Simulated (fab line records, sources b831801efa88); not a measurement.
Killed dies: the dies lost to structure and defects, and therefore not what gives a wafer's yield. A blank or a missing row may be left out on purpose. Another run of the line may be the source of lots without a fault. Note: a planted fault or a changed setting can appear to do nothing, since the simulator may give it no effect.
The tool behind it: which one? -- flow gf180mcu -- 12 lots, 36 wafers sampled, at 6 steps of a route of 602

== WHAT THE GAUGES READ, wafer by wafer ==
GF_M2_OVL_MEAS_15.
lot,measured,on,M2_OVL (nm)
L814,day 18 18:32,overlay-02,-2 -1 7
L816,day 19 10:50,overlay-02,0 7 7
L817,day 20 02:26,overlay-02,-2 4 5
L820,day 21 06:05,overlay-01,5 4 6
L821,day 21 12:02,overlay-01,-8 -8 -2
L822,day 22 05:59,overlay-02,2 3 5
L823,day 22 20:50,overlay-02,11 9 13
L824,day 23 01:26,overlay-02,5 3 -1
L827,day 24 11:44,overlay-02,5 6 0
L836,day 26 18:44,overlay-01,4 10 8
L835,day 26 22:08,overlay-01,2 2 -5
L837,day 27 09:44,overlay-02,-2 4 4

GF_M3_RS_MEAS_05: measurement is done with a four-point probe.
lot,measured,on,M3_ALCU_RS (ohm/sq)
L814,day 19 21:57,filmMetro-02,0.0700 0.0696 0.0700
L816,day 20 13:21,filmMetro-03,0.0698 0.0691 0.0696
L817,day 21 04:58,filmMetro-02,0.0691 0.0686 0.0687
L820,day 22 08:31,filmMetro-01,0.0699 0.0677 0.0693
L821,day 22 14:04,filmMetro-03,0.0701 0.0698 0.0690
L822,day 23 08:30,filmMetro-03,0.0711 0.0713 0.0695
L823,day 23 22:22,filmMetro-02,0.0687 0.0707 0.0699
L824,day 24 03:18,filmMetro-02,0.0691 0.0690 0.0692
L827,day 25 12:55,filmMetro-02,0.0698 0.0696 0.0700
L836,day 27 17:52,filmMetro-02,0.0947 0.0698 0.0690
L835,day 27 20:37,filmMetro-02,0.0945 0.0944 0.0690
L837,day 28 08:47,filmMetro-01,0.0971 0.0703 0.0709

GF_M3_THK_MEAS_06: measures by xrf.
lot,measured,on,M3_ALCU_THK (nm)
L814,day 19 22:04,filmMetro-02,451 453 447
L816,day 20 13:28,filmMetro-03,454 456 450
L817,day 21 05:04,filmMetro-02,453 456 454
L820,day 22 08:37,filmMetro-01,454 469 456
L821,day 22 14:10,filmMetro-03,446 449 454
L822,day 23 08:37,filmMetro-03,440 443 452
L823,day 23 22:28,filmMetro-02,454 441 445
L824,day 24 03:24,filmMetro-02,453 453 454
L827,day 25 13:01,filmMetro-02,449 450 444
L836,day 27 17:59,filmMetro-02,333 447 456
L835,day 27 20:42,filmMetro-02,333 331 455
L837,day 28 08:55,filmMetro-01,326 447 441

== EACH LOT AND THE TOOL THAT RAN IT (in order: tool; ch and the chambers of the sampled wafers; start) ==
lot,GF_M2_SPUTTER_04,GF_V2_SPUTTER_21,GF_M3_SPUTTER_02
L814,"pvdSputter-02, day 17 19:13","pvdSputter-02, day 19 21:02","pvdSputter-01, day 19 21:52"
L816,"pvdSputter-01, day 18 10:40","pvdSputter-04, day 20 12:26","pvdSputter-03, day 20 13:16"
L817,"pvdSputter-03, day 19 02:22","pvdSputter-04, day 21 04:02","pvdSputter-03, day 21 04:51"
L820,"pvdSputter-01, day 20 05:40","pvdSputter-01, day 22 07:35","pvdSputter-04, day 22 08:24"
L821,"pvdSputter-01, day 20 12:26","pvdSputter-04, day 22 13:08","pvdSputter-03, day 22 13:57"
L822,"pvdSputter-03, day 21 06:27","pvdSputter-01, day 23 07:35","pvdSputter-04, day 23 08:25"
L823,"pvdSputter-03, day 21 22:08","pvdSputter-02, day 23 21:26","pvdSputter-03, day 23 22:15"
L824,"pvdSputter-02, day 22 02:03","pvdSputter-02, day 24 02:21","pvdSputter-03, day 24 03:10"
L827,"pvdSputter-01, day 23 13:12","pvdSputter-04, day 25 11:59","pvdSputter-03, day 25 12:48"
L836,"pvdSputter-02, day 25 22:03","pvdSputter-01, day 27 16:55","pvdSputter-03, day 27 17:45"
L835,"pvdSputter-02, day 26 01:07","pvdSputter-04, day 27 19:37","pvdSputter-03, day 27 20:27"
L837,"pvdSputter-02, day 26 12:53","pvdSputter-02, day 28 07:53","pvdSputter-03, day 28 08:42"
- GF_M2_SPUTTER_04: material TiN, target thk 50 nm, time 41.7 s.
- GF_V2_SPUTTER_21: material Ti, target thk 15 nm, time 80.02 s.
- GF_M3_SPUTTER_02: material AlCu, target thk 450 nm, time 23.9 s.

== AS READ BY THE TOOLS THEMSELVES (means over the sampled wafers that have a number; for cases with no such wafer, the mark the record gives instead) ==
GF_M2_SPUTTER_04.
lot,tool,throttleValvePct (%)
L814,pvdSputter-02,29.6
L816,pvdSputter-01,31.1
L817,pvdSputter-03,28.8
L820,pvdSputter-01,29.5
L821,pvdSputter-01,29.4
L822,pvdSputter-03,29.0
L823,pvdSputter-03,29.5
L824,pvdSputter-02,29.4
L827,pvdSputter-01,30.5
L836,pvdSputter-02,29.5
L835,pvdSputter-02,29.5
L837,pvdSputter-02,30.2

GF_V2_SPUTTER_21.
lot,tool,throttleValvePct (%)
L814,pvdSputter-02,30.2
L816,pvdSputter-04,29.5
L817,pvdSputter-04,28.8
L820,pvdSputter-01,31.3
L821,pvdSputter-04,29.4
L822,pvdSputter-01,28.1
L823,pvdSputter-02,29.7
L824,pvdSputter-02,29.5
L827,pvdSputter-04,29.5
L836,pvdSputter-01,31.3
L835,pvdSputter-04,29.5
L837,pvdSputter-02,30.1

GF_M3_SPUTTER_02.
lot,tool,throttleValvePct (%)
L814,pvdSputter-01,30.1
L816,pvdSputter-03,29.9
L817,pvdSputter-03,28.7
L820,pvdSputter-04,28.9
L821,pvdSputter-03,29.4
L822,pvdSputter-04,29.7
L823,pvdSputter-03,29.5
L824,pvdSputter-03,30.0
L827,pvdSputter-03,29.4
L836,pvdSputter-03,28.8
L835,pvdSputter-03,28.9
L837,pvdSputter-03,28.9

== THE ANSWER, worked out from the rows above alone ==
Rule: the lots themselves supply what counts as usual. The widest of any qualifying gaps counts: lots, ordered by their means at a reading, are off when they make up no more than a third of the lots, leave a main group of 4 or more, and stand apart from it by 3 or more times the standard deviation of that group's means. If all means in a main group match to the digits the tables above print for the reading, that group is not used. A lot without any number at a reading at which 4 lots or more have one is off too. Any other lot the step has rows for is counted as sound. The gauges are gone through in route order, then the tools' own readings, and for those a lot's mean is taken as printed above. The first step at which some lot is off is used, and at that step the reading that is off furthest; a lot without a number counts as furthest.
Off: at GF_M3_RS_MEAS_05 (M3_ALCU_RS), L836, L835, L837. Mean 0.0696 ohm/sq and standard deviation 0.00053 in the main group.
A tool fits if, at a process step before that reading, it ran every lot that is off, and no sound lot after the first of them. The gauges at GF_M3_RS_MEAS_05 are tried like those tools. 2 tools fit, pvdSputter-02 at GF_M2_SPUTTER_04 and pvdSputter-03 at GF_M3_SPUTTER_02, so this cannot tell which one it is.

== WHAT HAD BEEN PUT IN BY THE SIMULATOR ==
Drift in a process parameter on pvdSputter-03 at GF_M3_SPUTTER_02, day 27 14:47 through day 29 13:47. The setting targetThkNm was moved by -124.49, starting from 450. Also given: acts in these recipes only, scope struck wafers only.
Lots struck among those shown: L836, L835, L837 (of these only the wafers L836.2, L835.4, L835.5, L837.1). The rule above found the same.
